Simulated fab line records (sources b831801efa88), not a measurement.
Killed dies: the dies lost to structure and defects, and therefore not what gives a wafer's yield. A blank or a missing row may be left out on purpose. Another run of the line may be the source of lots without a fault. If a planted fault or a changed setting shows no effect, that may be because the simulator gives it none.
fab line records + flow gf180mcu
record:
- lots: 7
- wafers: 21
- lastDay: 34
route steps=602 shown HV_LDD@227 NSD@235
lots untouched by any fault: they come from a run of this same line in which no faults occurred
startH: the number of hours between the record's first day and the start of the first shown wafer of the lot + waitH: how many hours have passed since the lot's step before this one + " the same as in the row above + L1.1+2: a single row standing in for several wafers + - no value present, or no start provided + * or withheld: withheld + < > ~ a bound
route shown NAME@n: a module of which the file shows steps, and the number in the route of the first + usual: mean/standard deviation taken from wafers without a fault + same: alike in all rows + chamber/n: place in a boat + sites: each site's reading + _std_site: how widely they spread, as a standard deviation + _edge_site: the outer-site mean with the inner-site mean subtracted + radiusMm: how far each site lies from the wafer's centre + mask NAME#n: copy n + behind: the last tool/chamber to shape the wafer + hold: why the lot went on hold/how many hours it stayed there/how the hold came to an end + device: transistor that didn't switch, given as n, p or np + end of line: at the end of the route, the tests of the same wafers + a step without rows: its recipe alone + killed: at the first sort, the dies lost to defects and structure; wafer yield is something else + map: per-die view of a wafer (x killed, . not killed, _ where there is no die)
set.NAME: setting as actually run; set.NAME@STEP: the setting as run at that earlier step + model.NAME: the simulator's own value behind a step, which no gauge read
lots at some steps of the route; a table a step, a row a wafer
services: the hour from which a tool's chamber was out of use, counted from the record's first day as startH (under 0 if before that day), plus the number of hours and why
== steps ==
step: GF_HV_LDD_CLEAN_51
recipe:
- chemistry: SC1/SC2
- mix: 1:4:20
- tempC: 70
- timeS: 150
- dry: n2Spin
step: GF_HV_LDD_RTA_52
recipe:
- tempC: 1000
- timeS: 10
- ambient: N2
usual:
- lampPowerPct: 33.51/0.23
- wafer_temp_C_max: 1003.7/0.73
same:
- timeS: 10
| lot.wafer | tool         | chamber | startH | waitH | lampPowerPct | wafer_temp_C_max |
|-----------|--------------|---------|--------|-------|--------------|------------------|
| L384.1    | rtpAnneal-01 | 0       | 348.41 | 0.0   | 33.75        | 1002.9           |
| L384.3    | "            | 0       | "      | "     | 33.70        | 1004.8           |
| L384.5    | "            | 0       | "      | "     | 33.70        | 1003.1           |
| L388.1    | rtpAnneal-01 | 0       | 378.97 | 0.0   | 33.75        | 1004.9           |
| L388.4    | "            | 0       | "      | "     | 33.69        | 1005.2           |
| L388.6    | "            | 0       | "      | "     | 33.67        | 1003.9           |
| L389.2    | rtpAnneal-02 | 0       | 383.77 | 0.0   | 33.29        | 1003.4           |
| L389.3    | "            | 0       | "      | "     | 33.29        | 1003.6           |
| L389.5    | "            | 0       | "      | "     | 33.31        | 1003.1           |
| L393.3    | rtpAnneal-02 | 0       | 415.11 | 0.0   | 33.25        | 1003.6           |
| L393.5    | "            | 0       | "      | "     | 33.29        | 1003.5           |
| L393.6    | "            | 0       | "      | "     | 33.27        | 1003.3           |
| L394.1    | rtpAnneal-01 | 0       | 425.87 | 0.0   | 33.71        | 1003.9           |
| L394.2    | "            | 0       | "      | "     | 33.72        | 1003.1           |
| L394.6    | "            | 0       | "      | "     | 33.70        | 1003.3           |
| L395.1    | rtpAnneal-02 | 0       | 435.03 | 0.0   | 33.30        | 1003.8           |
| L395.2    | "            | 0       | "      | "     | 33.25        | 1003.9           |
| L395.6    | "            | 0       | "      | "     | 33.23        | 1003.1           |
| L398.1    | rtpAnneal-02 | 0       | 462.14 | 0.0   | 33.26        | 1002.6           |
| L398.3    | "            | 0       | "      | "     | 33.23        | 1003.9           |
| L398.6    | "            | 0       | "      | "     | 33.30        | 1004.2           |
step: GF_HV_LDD_RS_MEAS_53
recipe:
- thkMeasGauge: four-point-probe
usual:
- HV_LDD_RS: 418.2/0.95
| lot.wafer | tool         | chamber | startH | waitH | HV_LDD_RS[ohm/sq] |
|-----------|--------------|---------|--------|-------|-------------------|
| L384.1    | filmMetro-04 | -       | 348.48 | 0.1   | 420.9             |
| L384.3    | "            | -       | "      | "     | 419.3             |
| L384.5    | "            | -       | "      | "     | 420.2             |
| L388.1    | filmMetro-02 | -       | 379.04 | 0.1   | 419.7             |
| L388.4    | "            | -       | "      | "     | 419.1             |
| L388.6    | "            | -       | "      | "     | 418.3             |
| L389.2    | filmMetro-02 | -       | 383.85 | 0.1   | 418.5             |
| L389.3    | "            | -       | "      | "     | 418.2             |
| L389.5    | "            | -       | "      | "     | 418.1             |
| L393.3    | filmMetro-04 | -       | 415.20 | 0.1   | 417.4             |
| L393.5    | "            | -       | "      | "     | 416.9             |
| L393.6    | "            | -       | "      | "     | 417.2             |
| L394.1    | filmMetro-04 | -       | 426.01 | 0.1   | 417.5             |
| L394.2    | "            | -       | "      | "     | 417.6             |
| L394.6    | "            | -       | "      | "     | 418.4             |
| L395.1    | filmMetro-02 | -       | 435.10 | 0.1   | 419.3             |
| L395.2    | "            | -       | "      | "     | 419.4             |
| L395.6    | "            | -       | "      | "     | 418.3             |
| L398.1    | filmMetro-04 | -       | 462.20 | 0.1   | 418.7             |
| L398.3    | "            | -       | "      | "     | 418.0             |
| L398.6    | "            | -       | "      | "     | 419.5             |
step: GF_HV_LDD_CVD_54
recipe:
- material: SiO2
- targetThkNm: 10
- precursor: TEOS
- tempC: 680
- timeS: 75
- pressureMtorr: 400
step: GF_HV_LDD_THK_MEAS_55
recipe:
- reads: SiO2_of_HV_LDD_CVD_54
usual:
- HV_LDD_CVD_54_THK: 10.01/0.16
| lot.wafer | tool         | chamber | startH | waitH | HV_LDD_CVD_54_THK[nm] |
|-----------|--------------|---------|--------|-------|-----------------------|
| L384.1    | filmMetro-04 | -       | 349.62 | 0.0   | 9.98                  |
| L384.3    | "            | -       | "      | "     | 10.11                 |
| L384.5    | "            | -       | "      | "     | 9.94                  |
| L388.1    | filmMetro-04 | -       | 380.18 | 0.0   | 9.80                  |
| L388.4    | "            | -       | "      | "     | 9.87                  |
| L388.6    | "            | -       | "      | "     | 9.91                  |
| L389.2    | filmMetro-04 | -       | 384.98 | 0.0   | 9.87                  |
| L389.3    | "            | -       | "      | "     | 9.84                  |
| L389.5    | "            | -       | "      | "     | 9.85                  |
| L393.3    | filmMetro-02 | -       | 416.32 | 0.0   | 10.33                 |
| L393.5    | "            | -       | "      | "     | 10.19                 |
| L393.6    | "            | -       | "      | "     | 10.23                 |
| L394.1    | filmMetro-04 | -       | 427.15 | 0.0   | 10.03                 |
| L394.2    | "            | -       | "      | "     | 10.20                 |
| L394.6    | "            | -       | "      | "     | 10.15                 |
| L395.1    | filmMetro-04 | -       | 436.75 | 0.0   | 10.17                 |
| L395.2    | "            | -       | "      | "     | 10.08                 |
| L395.6    | "            | -       | "      | "     | 10.11                 |
| L398.1    | filmMetro-04 | -       | 463.35 | 0.0   | 9.77                  |
| L398.3    | "            | -       | "      | "     | 9.86                  |
| L398.6    | "            | -       | "      | "     | 10.02                 |
step: GF_HV_LDD_CVD_56
recipe:
- material: Si3N4
- precursor: DCS/NH3
- targetThkNm: 90
- tempC: 770
- timeS: 1543
- pressureMtorr: 250
step: GF_HV_LDD_THK_MEAS_57
recipe:
- reads: Si3N4_of_HV_LDD_CVD_56
usual:
- HV_LDD_CVD_56_THK: 89.8/0.75
| lot.wafer | tool         | chamber | startH | waitH | HV_LDD_CVD_56_THK[nm] |
|-----------|--------------|---------|--------|-------|-----------------------|
| L384.1    | filmMetro-04 | -       | 351.82 | 0.0   | 89.2                  |
| L384.3    | "            | -       | "      | "     | 89.0                  |
| L384.5    | "            | -       | "      | "     | 88.6                  |
| L388.1    | filmMetro-04 | -       | 381.66 | 0.0   | 90.5                  |
| L388.4    | "            | -       | "      | "     | 89.9                  |
| L388.6    | "            | -       | "      | "     | 90.1                  |
| L389.2    | filmMetro-02 | -       | 386.54 | 0.1   | 89.0                  |
| L389.3    | "            | -       | "      | "     | 88.7                  |
| L389.5    | "            | -       | "      | "     | 88.7                  |
| L393.3    | filmMetro-02 | -       | 417.94 | 0.2   | 90.7                  |
| L393.5    | "            | -       | "      | "     | 89.6                  |
| L393.6    | "            | -       | "      | "     | 90.3                  |
| L394.1    | filmMetro-04 | -       | 428.63 | 0.0   | 88.5                  |
| L394.2    | "            | -       | "      | "     | 88.7                  |
| L394.6    | "            | -       | "      | "     | 88.5                  |
| L395.1    | filmMetro-02 | -       | 438.24 | 0.0   | 89.5                  |
| L395.2    | "            | -       | "      | "     | 89.9                  |
| L395.6    | "            | -       | "      | "     | 90.1                  |
| L398.1    | filmMetro-02 | -       | 466.11 | 0.0   | 89.0                  |
| L398.3    | "            | -       | "      | "     | 89.4                  |
| L398.6    | "            | -       | "      | "     | 89.5                  |
step: GF_HV_LDD_ETCHBACK_58
recipe:
- chemistry: CH3F/O2
- target: Si3N4
- stopOn: SiO2
- sourceW: 400
- biasW: 80
- pressureMtorr: 25
- ch3fFlowSccm: 40
- O2_flow_sccm: 30
- timeS: 100
- targetDepthA: 900
usual:
- drypumpMotorCurrentA: 5.7/0.58
- oesProductAu: 0.841/0.0057
- throttleValvePct: 10.561/0.009
same:
- timeS: 100
| lot.wafer | tool       | chamber | startH | waitH | drypumpMotorCurrentA | oesProductAu | rfHoursCounterH | throttleValvePct |
|-----------|------------|---------|--------|-------|----------------------|--------------|-----------------|------------------|
| L384.1    | rieDiel-01 | 0       | 351.88 | 0.1   | 5.8                  | 0.840        | 11              | 10.557           |
| L384.3    | "          | 2       | "      | "     | 5.0                  | 0.838        | 20              | 10.560           |
| L384.5    | "          | 3       | "      | "     | 6.8                  | 0.840        | -               | 10.556           |
| L388.1    | rieDiel-01 | 3       | 381.72 | 0.1   | 6.8                  | 0.843        | 45              | 10.553           |
| L388.4    | "          | 0       | "      | "     | 5.9                  | 0.841        | 12              | 10.550           |
| L388.6    | "          | 1       | "      | "     | 5.9                  | 0.842        | -               | 10.554           |
| L389.2    | rieDiel-02 | 2       | 386.59 | 0.0   | 6.6                  | 0.842        | 8               | 10.543           |
| L389.3    | "          | 1       | "      | "     | 5.9                  | 0.835        | 8               | 10.558           |
| L389.5    | "          | 2       | "      | "     | 6.6                  | 0.835        | -               | 10.562           |
| L393.3    | rieDiel-04 | 1       | 417.98 | 0.0   | 6.0                  | 0.844        | 56              | 10.552           |
| L393.5    | "          | 3       | "      | "     | 5.5                  | 0.835        | -               | 10.550           |
| L393.6    | "          | 0       | "      | "     | 4.9                  | 0.840        | -               | 10.575           |
| L394.1    | rieDiel-01 | 2       | 428.69 | 0.1   | 5.0                  | 0.840        | 23              | 10.565           |
| L394.2    | "          | 3       | "      | "     | 6.7                  | 0.841        | 46              | 10.567           |
| L394.6    | "          | 3       | "      | "     | 6.7                  | 0.836        | -               | 10.566           |
| L395.1    | rieDiel-01 | 3       | 438.30 | 0.1   | 6.7                  | 0.847        | 47              | 10.559           |
| L395.2    | "          | 1       | "      | "     | 5.9                  | 0.830        | 61              | 10.559           |
| L395.6    | "          | 0       | "      | "     | 5.8                  | 0.843        | -               | 10.559           |
| L398.1    | rieDiel-02 | 3       | 466.17 | 0.1   | 4.9                  | 0.828        | 2               | 10.579           |
| L398.3    | "          | 2       | "      | "     | 6.6                  | 0.842        | 9               | 10.555           |
| L398.6    | "          | 0       | "      | "     | 6.0                  | 0.836        | -               | 10.571           |
step: GF_NSD_DEHYDRATE_00
recipe:
- tempC: 200
- timeS: 60
step: GF_NSD_HMDS_01
recipe:
- primeTimeS: 60
- primeTempC: 120
step: GF_NSD_COAT_02
recipe:
- resist: NOVOLAK
- spinRpm: 3000
- resistThkNm: 1000
step: GF_NSD_SOFTBAKE_03
recipe:
- tempC: 90
- timeS: 60
- resist: NOVOLAK
step: GF_NSD_EXPOSE_04
recipe:
- maskId: Nplus
- targetCdNm: 400
- na: 0.6
- sourceShape: conventional
- sigmaOuter: 0.6
- doseMj: 140
usual:
- exposureDoseMJCm2: 139.90/0.15
- focusOffsetNm: 0.0/0.51
| lot.wafer | tool            | chamber | startH | waitH | mask    | exposureDoseMJCm2 | focusOffsetNm |
|-----------|-----------------|---------|--------|-------|---------|-------------------|---------------|
| L384.1    | ilineStepper-01 | 0       | 361.72 | -     | Nplus#0 | 139.96            | -0.1          |
| L384.3    | "               | 0       | "      | "     | Nplus#0 | 139.94            | 0.0           |
| L384.5    | "               | 0       | "      | "     | Nplus#0 | 140.20            | 0.1           |
| L388.1    | ilineStepper-02 | 0       | 392.49 | -     | Nplus#0 | 139.70            | -0.3          |
| L388.4    | "               | 0       | "      | "     | Nplus#0 | 139.79            | 0.3           |
| L388.6    | "               | 0       | "      | "     | Nplus#0 | 139.97            | 0.4           |
| L389.2    | ilineStepper-02 | 0       | 397.91 | -     | Nplus#0 | 139.86            | 1.1           |
| L389.3    | "               | 0       | "      | "     | Nplus#0 | 139.67            | 1.0           |
| L389.5    | "               | 0       | "      | "     | Nplus#0 | 139.79            | 0.1           |
| L393.3    | ilineStepper-01 | -       | 430.18 | -     | Nplus#0 | -                 | -             |
| L393.5    | "               | -       | "      | "     | Nplus#0 | -                 | -             |
| L393.6    | "               | -       | "      | "     | Nplus#0 | -                 | -             |
| L394.1    | ilineStepper-02 | -       | 441.26 | -     | Nplus#0 | -                 | -             |
| L394.2    | "               | -       | "      | "     | Nplus#0 | -                 | -             |
| L394.6    | "               | -       | "      | "     | Nplus#0 | -                 | -             |
| L395.1    | ilineStepper-02 | -       | 450.98 | -     | Nplus#0 | -                 | -             |
| L395.2    | "               | -       | "      | "     | Nplus#0 | -                 | -             |
| L395.6    | "               | -       | "      | "     | Nplus#0 | -                 | -             |
| L398.1    | ilineStepper-02 | 0       | 478.17 | -     | Nplus#0 | 139.94            | 1.0           |
| L398.3    | "               | 0       | "      | "     | Nplus#0 | 140.05            | -0.5          |
| L398.6    | "               | 0       | "      | "     | Nplus#0 | 140.05            | 0.4           |
step: GF_NSD_PEB_05
recipe:
- tempC: withheld
- timeS: *
- resist: NOVOLAK
== services ==
| tool            | chamber | startH | hours | kind          |
|-----------------|---------|--------|-------|---------------|
| ilineStepper-01 | 0       | 330.29 | -     | calibration   |
| ilineStepper-01 | -       | 333.68 | 1.7   | pm            |
| rieDiel-02      | 3       | 341.96 | 13.0  | repair        |
| rieDiel-04      | -       | 369.09 | 2.8   | pm            |
| rieDiel-04      | 3       | 391.82 | 12.9  | repair        |
| rieDiel-02      | -       | 401.54 | 0.7   | repair        |
| ilineStepper-02 | 0       | 404.62 | -     | calibration   |
| rieDiel-01      | 1       | 407.61 | 14.5  | repair        |
| rieDiel-02      | -       | 424.13 | 14.6  | pm            |
| rieDiel-01      | 2       | 434.54 | 7.9   | repair        |
| ilineStepper-01 | -       | 444.50 | 2.8   | repair        |
| ilineStepper-02 | -       | 452.39 | 1.7   | pm            |
| rieDiel-04      | 3       | 470.39 | 23.6  | repair        |
| rieDiel-01      | 1       | 472.89 | 5.4   | repair        |
| rieDiel-02      | 0       | 475.89 | -     | clean         |
| rieDiel-02      | 0       | 475.89 | 20.1  | scheduledDown |
| rieDiel-02      | 0       | 475.89 | 20.1  | ventCycle     |
| rieDiel-01      | 0       | 477.21 | 4.6   | repair        |
== key ==
firstSign:
- step: GF_NSD_EXPOSE_04
- reading: toolRecord
- direction: missing
effect none on later readings
metAt GF_NSD_EXPOSE_04
struckWafers L393.3,L393.5,L393.6,L394.1,L394.2,L394.6,L395.1,L395.2,L395.6
sortLeftOut L393.3,L393.5,L393.6,L394.1,L394.2,L394.6,L395.1,L395.2,L395.6
testerLeftOut L393,L394,L395
onsetBetween 397.91 430.18
fault:
- kind: skippedStepWhole
- tool: ilineStepper-01,ilineStepper-02
- chamber: -
- onsetH: 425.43
- steps: GF_NSD_EXPOSE_04
- scope: struckLotsOnly
testerLeftOut: of these lots the tester's yield and bins aren't shown, on N5 and GAA mostly nor the transistor test; their killed dies are dies lost to structure and defects alone, not to doping, threshold or leakage, so they don't give the yield
sortLeftOut: the simulated sort isn't trusted on such a fault, so these wafers' sort isn't shown, and their yield isn't known
